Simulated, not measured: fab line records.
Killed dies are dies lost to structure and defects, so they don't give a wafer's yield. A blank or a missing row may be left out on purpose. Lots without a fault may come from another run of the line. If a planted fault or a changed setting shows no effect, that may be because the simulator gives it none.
Which of the tools did it? + flow gf180mcu + 12 lots with 36 wafers sampled at 5 steps, on a route of 602 steps

## WHAT THE GAUGES READ, wafer by wafer
GF_HV_LDD_CD_MEAS_31: target cd 400 nm.
| lot  | measured     | on       | cdNm (nm)         |
|------|--------------|----------|-------------------|
| L757 | day 11 12:13 | cdSem-01 | 396.6 398.1 398.1 |
| L758 | day 11 21:12 | cdSem-01 | 398.8 399.4 399.3 |
| L763 | day 13 10:25 | cdSem-02 | 402.0 397.4 399.5 |
| L765 | day 14 07:58 | cdSem-01 | 397.1 400.2 399.6 |
| L766 | day 14 18:18 | cdSem-02 | 404.6 402.9 402.6 |
| L767 | day 14 22:23 | cdSem-02 | 401.8 399.7 399.2 |
| L768 | day 15 01:24 | cdSem-02 | 402.1 399.6 400.2 |
| L776 | day 17 20:46 | cdSem-01 | 400.9 401.6 399.9 |
| L777 | day 18 04:02 | cdSem-01 | 401.5 403.9 404.2 |
| L778 | day 18 09:53 | cdSem-02 | 402.0 404.3 403.5 |
| L779 | day 18 15:00 | cdSem-01 | 397.7 398.5 398.6 |
| L780 | day 19 07:40 | cdSem-02 | 399.1 400.4 402.5 |

GF_PSD_RS_MEAS_14: the measuring method here is four-point-probe.
| lot  | measured     | on           | NSD_RS (ohm/sq)                     |
|------|--------------|--------------|-------------------------------------|
| L757 | day 14 03:46 | filmMetro-02 | 46.16 46.11 46.09                   |
| L758 | day 14 13:05 | filmMetro-02 | 46.08 46.13 46.21                   |
| L763 | day 16 04:52 | filmMetro-04 | 46.30 46.31 46.27                   |
| L765 | day 17 06:28 | filmMetro-03 | 46.16 46.13 46.11                   |
| L766 | day 17 17:33 | filmMetro-03 | 41.80 41.74 41.75 41.78 41.80 41.77 |
| L767 | day 17 22:00 | filmMetro-03 | 45.99 45.94 45.98                   |
| L768 | day 18 00:58 | filmMetro-04 | 42.02 42.06 42.04 42.05 42.07 41.96 |
| L776 | day 21 02:55 | filmMetro-04 | 46.28 46.31 46.34                   |
| L777 | day 21 09:49 | filmMetro-02 | 46.13 46.04 46.06                   |
| L778 | day 21 14:46 | filmMetro-04 | 46.04 46.21 46.19                   |
| L779 | day 21 20:33 | filmMetro-04 | 46.20 46.22 46.16                   |
| L780 | day 22 12:19 | filmMetro-02 | 46.07 45.99 46.08                   |

GF_PSD_RS_MEAS_15: the measuring method here is four-point-probe.
| lot  | measured     | on           | PSD_RS (ohm/sq)                           |
|------|--------------|--------------|-------------------------------------------|
| L757 | day 14 03:53 | filmMetro-02 | 108.55 108.63 108.30                      |
| L758 | day 14 13:13 | filmMetro-02 | 108.35 108.25 108.61                      |
| L763 | day 16 04:59 | filmMetro-04 | 108.78 108.96 108.89                      |
| L765 | day 17 06:35 | filmMetro-03 | 108.46 108.34 108.41                      |
| L766 | day 17 21:32 | filmMetro-03 | 100.72 100.60 100.90 100.54 100.97 100.75 |
| L767 | day 17 22:07 | filmMetro-03 | 108.27 108.16 108.37                      |
| L768 | day 18 03:57 | filmMetro-04 | 100.82 101.02 100.94 100.76 101.38 101.06 |
| L776 | day 21 03:02 | filmMetro-04 | 109.04 108.87 109.13                      |
| L777 | day 21 09:56 | filmMetro-02 | 108.21 108.25 108.32                      |
| L778 | day 21 14:53 | filmMetro-04 | 108.81 108.56 108.69                      |
| L779 | day 21 20:40 | filmMetro-04 | 108.99 108.89 108.94                      |
| L780 | day 22 12:26 | filmMetro-02 | 108.21 108.23 108.34                      |

GF_SAB_CD_MEAS_09: target cd 420 nm.
| lot  | measured     | on       | cdNm (nm)         |
|------|--------------|----------|-------------------|
| L757 | day 15 00:22 | cdSem-02 | 422.7 422.5 423.9 |
| L758 | day 15 10:20 | cdSem-01 | 420.8 418.2 416.9 |
| L763 | day 17 03:15 | cdSem-02 | 418.8 420.4 420.0 |
| L765 | day 18 06:31 | cdSem-01 | 420.6 419.7 419.6 |
| L766 | day 18 17:19 | cdSem-02 | 423.8 425.3 423.6 |
| L767 | day 18 21:56 | cdSem-02 | 419.2 420.1 417.3 |
| L768 | day 19 01:16 | cdSem-02 | 418.7 418.7 419.1 |
| L776 | day 22 02:43 | cdSem-02 | 421.2 419.8 418.1 |
| L777 | day 22 09:05 | cdSem-02 | 424.5 424.5 425.0 |
| L778 | day 22 14:02 | cdSem-02 | 417.2 417.6 418.1 |
| L779 | day 22 18:49 | cdSem-02 | 417.0 416.9 415.7 |
| L780 | day 23 14:19 | cdSem-02 | 423.0 424.2 424.9 |

## EACH LOT AND THE TOOL THAT RAN IT (in order: tool; ch and the chambers of the sampled wafers; start)
| lot  | GF_PSD_RTA_13                   |
|------|---------------------------------|
| L757 | rtpAnneal-02 ch 0, day 14 03:40 |
| L758 | rtpAnneal-02 ch 0, day 14 12:59 |
| L763 | rtpAnneal-02 ch 0, day 16 04:47 |
| L765 | rtpAnneal-02 ch 0, day 17 06:22 |
| L766 | rtpAnneal-02 ch 0, day 17 17:28 |
| L767 | rtpAnneal-01 ch 0, day 17 21:54 |
| L768 | rtpAnneal-02 ch 0, day 18 00:53 |
| L776 | rtpAnneal-02 ch 0, day 21 02:50 |
| L777 | rtpAnneal-02 ch 0, day 21 09:44 |
| L778 | rtpAnneal-02 ch 0, day 21 14:41 |
| L779 | rtpAnneal-01 ch 0, day 21 20:28 |
| L780 | rtpAnneal-02 ch 0, day 22 12:14 |
- GF_PSD_RTA_13: time 20 s.

## AS READ BY THE TOOLS THEMSELVES (means over the sampled wafers that have a number; for cases with no such wafer, the mark the record gives instead)
GF_PSD_RTA_13.
| lot  | tool         | lampPowerPct (%) | runLengthS (s) | wafer_temp_C_max |
|------|--------------|------------------|----------------|------------------|
| L757 | rtpAnneal-02 | 36.7             | 48.5           | 1027.4           |
| L758 | rtpAnneal-02 | 36.6             | 48.8           | 1028.3           |
| L763 | rtpAnneal-02 | 36.7             | 48.3           | 1027.6           |
| L765 | rtpAnneal-02 | 36.7             | 48.4           | 1028.1           |
| L766 | rtpAnneal-02 | 36.7             | 72.5           | 1028.5           |
| L767 | rtpAnneal-01 | 35.2             | 48.6           | 1030.5           |
| L768 | rtpAnneal-02 | 36.6             | 72.5           | 1028.4           |
| L776 | rtpAnneal-02 | 36.7             | 48.5           | 1027.9           |
| L777 | rtpAnneal-02 | 36.7             | 48.6           | 1027.8           |
| L778 | rtpAnneal-02 | 36.7             | 48.4           | 1028.3           |
| L779 | rtpAnneal-01 | 35.2             | 48.7           | 1030.0           |
| L780 | rtpAnneal-02 | 36.6             | 48.5           | 1027.8           |

## THE ANSWER, worked out from the rows above alone
Rule: the usual values come from the lots themselves. Put in order of their means at a reading, lots are off if they are a third of the lots or fewer, leave a main group of 4 or more, and stand apart from it by a gap of 3 or more times the standard deviation of the main group's means; of several such gaps the widest counts. A main group whose means are all the same, to the digits that the tables above print for the reading, isn't used. A lot without any number at a reading at which 4 lots or more have one is off too. All remaining lots with rows at the step are treated as sound. First the gauges in route order, then the tools' own readings, where a lot's mean is used as printed above. At the first step where some lot is off, the reading lying furthest off is the one used; lots without a number count as furthest.
Off: at GF_PSD_RS_MEAS_14 (NSD_RS), L766, L768. Mean 46.14 ohm/sq and standard deviation 0.099 in the main group.
A tool fits if, at a process step before that reading, it ran every lot that is off, and no sound lot after the first of them. The gauges at GF_PSD_RS_MEAS_14 aren't tried: what is off there is off at GF_PSD_RTA_13 too, on other tools, and a gauge's error can't cause that. No candidate that was tried fits.

## WHAT THE SIMULATOR HAD PUT IN
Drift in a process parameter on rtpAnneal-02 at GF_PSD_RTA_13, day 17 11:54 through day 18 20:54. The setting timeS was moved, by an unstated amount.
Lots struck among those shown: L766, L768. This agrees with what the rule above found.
